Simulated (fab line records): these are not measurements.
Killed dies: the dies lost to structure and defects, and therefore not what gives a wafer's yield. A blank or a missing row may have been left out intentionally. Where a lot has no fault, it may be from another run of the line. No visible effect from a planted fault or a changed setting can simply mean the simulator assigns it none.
Comparing a struck lot with a sound one ; flow sky130 ; 17 out of 708 route steps
Sound: the wafers L985.2, L985.3, L985.6. Struck: wafers L995.1, L995.3, L995.5. Last of all comes the cause.
Each step with rows lists, per side, the tool, then ch with its chambers, then its first start. Under that, the readings that differ: sound wafers ; struck wafers ; difference of the means ; sigmas: that difference in standard deviations of wafers without a fault.
alike: a reading whose means differ by less than 2 such deviations, as well as words and numbers matching on both sides. not compared: withheld readings; readings where some wafer has no value; bounds like >300 that might hide an equal value; numbers whose values overlap and for which the record gives no deviation.
Wherever a step has rows on one side only, a row that says differs or no value, or a row with sigmas, the two part there. Non-overlapping numbers with no deviation appear without sigmas and do not part them. A reading that every wafer of one side lacks parts them only if that side has two wafers or more.

first, 3 steps without rows for these wafers: SKY_SONOS_ONO_WET_ETCH_18 (etches Si3N4 in H3PO4, target depth 15 nm, time 172 s); SKY_GATE_OXIDE_CLEAN_00 (cleans in SC1/SC2, time 150 s); SKY_GATE_OXIDE_OXIDATION_01 (stabilise 600 s, purge 300 s, target thk 10.268 nm).
SKY_GATE_OXIDE_THK_MEAS_02:
  sound on filmMetro-04 at day 14 19:15; struck on filmMetro-02 at day 18 11:35
  alike: GATE_OXIDE_OXIDATION_00_THK
then, 7 steps without rows for these wafers: SKY_GATE_OXIDE_DEHYDRATE_03 (time 60 s); SKY_GATE_OXIDE_HMDS_04 (prime time 60 s); SKY_GATE_OXIDE_COAT_05 (resist thk 1140 nm); SKY_GATE_OXIDE_SOFTBAKE_06 (time 60 s); SKY_GATE_OXIDE_EXPOSE_07 (exposes mask LVOM, target cd 600 nm); SKY_GATE_OXIDE_PEB_08; SKY_GATE_OXIDE_DEVELOP_09 (develop time 60 s).
SKY_GATE_OXIDE_OVL_MEAS_10:
  sound on overlay-01 at day 15 21:30; struck on overlay-02 at day 19 17:48
  alike: GATE_OXIDE_OVL
SKY_GATE_OXIDE_IMPLANT_11:
  sound on implanter-01 ch 0, day 15 21:34; struck on implanter-01 ch 0, day 19 17:50
reading;sound;struck;difference;sigmas
doseIonsCm2;2.596e+12 2.596e+12 2.602e+12;8.857e+12 8.859e+12 8.856e+12;+6.259e+12;+99 or more
faradayCurrentUA;14.6 14.6 14.2;50.1 52.5 49.8;+36.3;+99 or more
  alike: beamOnS
then, 1 step without rows for these wafers: SKY_GATE_OXIDE_WET_ETCH_12 (etches SiO2 in dHF, target depth 16.8 nm, time 336 s).
SKY_GATE_OXIDE_STRIP_13: strips in O2/N2.
  sound on plasmaAsher-04 ch 0,1, day 15 21:47; struck on plasmaAsher-02 ch 0,1, day 19 18:05
  alike: drypumpMotorCurrentA, n2FlowSccm, oesProductAu, stripTimeToEndpointS
  not compared: rfHoursCounterH
SKY_GATE_OXIDE_TW_MEAS_14:
  sound on filmMetro-03 at day 15 21:54; struck on filmMetro-02 at day 19 18:25
reading;sound;struck;difference;sigmas
GATE_OXIDE_TW;221.8 222.1 221.2;323.2 322.3 323.0;+101.1;+42
  not compared: hold
-- the record jumps here: 30 days lie between the struck wafers' starts before and after (it left off in module GATE_OXIDE and takes up again in module PAD_OPEN, whose first step shown is number 708 of the route) --
SKY_PAD_OPEN_PROBE_99:
  sound on prober-01 at day 47 14:25; struck on prober-02 at day 50 01:57
reading;sound;struck;difference;sigmas
hold;- - -;awaitDispo/4.7h/release awaitDispo/4.7h/release awaitDispo/4.7h/release;no value on the sound wafers;
  alike: killed_at_M0_to_M3, killed_at_M4_up, killedAtContacts, killedAtFrontEnd, killedAtOther, killedDies, killedOpen, killedShort

WHERE THEY PART
At SKY_GATE_OXIDE_IMPLANT_11 first; at SKY_PAD_OPEN_PROBE_99 last (within this record only).

WHY: the cause the simulator had injected
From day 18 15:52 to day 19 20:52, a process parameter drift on implanter-01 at SKY_GATE_OXIDE_IMPLANT_11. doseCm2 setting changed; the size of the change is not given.
